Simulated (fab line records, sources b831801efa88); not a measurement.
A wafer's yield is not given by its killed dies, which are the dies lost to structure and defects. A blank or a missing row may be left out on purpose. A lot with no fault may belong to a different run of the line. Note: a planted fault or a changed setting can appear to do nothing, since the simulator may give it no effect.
A lot that was struck, set against a sound lot / flow sky130 / 18 steps out of a route of 708
Sound: these wafers, L192.1, L192.2, L192.4. Struck: wafers L203.2, L203.4, L203.5. The cause is named last.
Each step with rows lists, per side, the tool, then ch with its chambers, then its first start. Under that, the readings that differ: sound wafers / struck wafers / difference of the means / sigmas: that difference in standard deviations of wafers without a fault.
alike: a reading whose means differ by less than 2 such deviations, as well as words and numbers matching on both sides. not compared: withheld readings; readings where some wafer has no value; bounds like >300 that might hide an equal value; numbers whose values overlap and for which the record gives no deviation.
The two part at a step that has a row with sigmas, a row that says differs or no value, or rows on one side only. Numbers that don't overlap but have no deviation are shown without sigmas and don't part them. A reading missing from all wafers of one side parts the sides only when that side holds two or more wafers.

first, 2 steps without rows for these wafers: SKY_GATE_OXIDE_CLEAN_00 (cleans in SC1/SC2, time 150 s); SKY_GATE_OXIDE_OXIDATION_01 (stabilise 600 s, purge 300 s, target thk 10.268 nm).
SKY_GATE_OXIDE_THK_MEAS_02:
  sound on film metro-04, day 16 01:00; struck on film metro-02, day 20 07:08
  alike: GATE_OXIDE_OXIDATION_00_THK
then, 7 steps without rows for these wafers: SKY_GATE_OXIDE_DEHYDRATE_03 (time 60 s); SKY_GATE_OXIDE_HMDS_04 (prime time 60 s); SKY_GATE_OXIDE_COAT_05 (resist thk 1140 nm); SKY_GATE_OXIDE_SOFTBAKE_06 (time 60 s); SKY_GATE_OXIDE_EXPOSE_07 (exposes mask LVOM, target cd 600 nm); SKY_GATE_OXIDE_PEB_08; SKY_GATE_OXIDE_DEVELOP_09 (develop time 60 s).
SKY_GATE_OXIDE_OVL_MEAS_10:
  sound on overlay-01, day 17 05:31; struck on overlay-01, day 21 14:49
  alike: GATE_OXIDE_OVL
next, for these wafers, 1 step has no rows: SKY_GATE_OXIDE_IMPLANT_11.
SKY_GATE_OXIDE_WET_ETCH_12: etches SiO2 in dHF, target depth 16.8 nm, time 336 s.
  sound on wet bench-04 ch 1, day 17 05:49; struck on wet bench-04 ch 1, day 21 15:00
reading=run length s (s); sound=361 361 361; struck=182 182 182; difference=-179; sigmas=-50
reading=model.SiO2_of_FIELD_ISO_CVD_24.thk nm (nm); sound=364.9 365.8 364.8; struck=375 375.3 374; difference=+10; sigmas=
  alike: temp c
SKY_GATE_OXIDE_STRIP_13: strips in O2/N2.
  sound on plasma asher-01 ch 0,1, day 17 05:55; struck on plasma asher-04 ch 0, day 21 15:14
reading=oes product au (a.u.); sound=0.711 0.712 0.711; struck=0.724 0.725 0.721; difference=+0.012; sigmas=+3
  alike: drypump motor current A, strip time to endpoint s
  not compared: rf hours counter h
SKY_GATE_OXIDE_TW_MEAS_14:
  sound on film metro-04, day 17 06:01; struck on film metro-04, day 21 15:20
  alike: GATE_OXIDE_TW
SKY_GATE_OXIDE_CLEAN_15: cleans in SC1/SC2, time 150 s.
  sound on wet bench-04 ch 3, day 17 06:04; struck on wet bench-01 ch 2, day 21 15:23
reading=model.SiO2_of_FIELD_ISO_CVD_24.thk nm (nm); sound=364.2 365.1 364.1; struck=374.4 374.6 373.3; difference=+9.6; sigmas=
  alike: temp c
then, 1 step without rows for these wafers: SKY_GATE_OXIDE_OXIDATION_16 (stabilise 600 s, purge 300 s, target thk 3.57 nm).
-- the record jumps here: 29 days lie between the struck wafers' starts before and after (it left off in module GATE_OXIDE and takes up again in module PAD_OPEN, whose first step shown is number 708 of the route) --
SKY_PAD_OPEN_PROBE_99:
  sound on prober-02, day 48 08:09; struck on prober-01, day 50 18:56
reading=killed at front end; sound=12 19 12; struck=415 425 431; difference=+409; sigmas=+91
reading=killed dies; sound=91 91 68; struck=492 492 492; difference=+409; sigmas=+42
reading=killed on rim; sound=23 23 15; struck=96 96 96; difference=+76; sigmas=+21
  alike: killed_at_M0_to_M3, killed_at_M4_up, killed at contacts, killed at other, killed open, killed short

WHERE THEY PART
Earliest at SKY_GATE_OXIDE_WET_ETCH_12; latest, in this record, at SKY_PAD_OPEN_PROBE_99.

WHY: what had been put in by the simulator
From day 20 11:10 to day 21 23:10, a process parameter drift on wet bench-04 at SKY_GATE_OXIDE_WET_ETCH_12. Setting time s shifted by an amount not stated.
